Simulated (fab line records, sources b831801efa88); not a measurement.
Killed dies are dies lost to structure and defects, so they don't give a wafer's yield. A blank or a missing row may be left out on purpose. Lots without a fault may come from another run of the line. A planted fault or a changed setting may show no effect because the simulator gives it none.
Chamber matching | flow sfq_line | SFQ_TRILAYER_I0_CMP_CMP_028 on cmp-02: 4 sister chambers
The step polishes SiO2. 8 wafers are shown with their chamber, then 8 later ones without.

WAFERS WITH THEIR CHAMBER
wafer  | chamber | motor_current_A (A) | time_to_endpoint_s (s)
L330.6 | 1       | 10.0                | 208
L334.2 | 2       | 8.3                 | 199
L334.3 | 3       | 10.8                | 199
L334.6 | 1       | 9.8                 | 203
L342.1 | 3       | 11.2                | 196
L342.2 | 0       | 10.3                | 205
L342.5 | 0       | 10.2                | 204
L347.3 | 2       | 7.7                 | 207

WAFERS WITHOUT THEIR CHAMBER
wafer  | motor_current_A (A) | time_to_endpoint_s (s)
L347.1 | 9.8                 | 213
L347.5 | 11.3                | 211
L348.4 | 9.6                 | 214
L348.2 | 11.3                | 204
L348.6 | 8.2                 | 212
L349.3 | 10.9                | 216
L349.4 | 7.7                 | 209
L349.5 | 10.7                | 219

WHICH CHAMBER EACH WENT THROUGH
wafer  | from the rows above          | in truth
L347.1 | can't be placed: 1 or 0      | 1
L347.5 | can't be placed: 3 or 0 or 1 | 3
L348.4 | can't be placed: 1 or 0      | 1
L348.2 | can't be placed: 3 or 0      | 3
L348.6 | 2                            | 2
L349.3 | can't be placed: 0 or 1 or 3 | 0
L349.4 | 2                            | 2
L349.5 | can't be placed: 0 or 1 or 3 | 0
Placed correctly: 2 of 8. Can't be placed from these rows: 6 (the true chamber is among the candidates in 6). Placed wrongly: 0.
How it was worked out, from the rows above alone: a wafer's distance from a chamber is the root of the sum, over the readings, of the square of ((its reading less the chamber's mean) divided by the reading's scatter). The wafer belongs to the nearest chamber; if the next one is less than 2 further off, it can't be placed. A chamber's mean is the mean of its shown wafers. The scatter: the root of (the sum of the squares of (reading less its chamber's mean) over the shown wafers, divided by (wafers less chambers)).
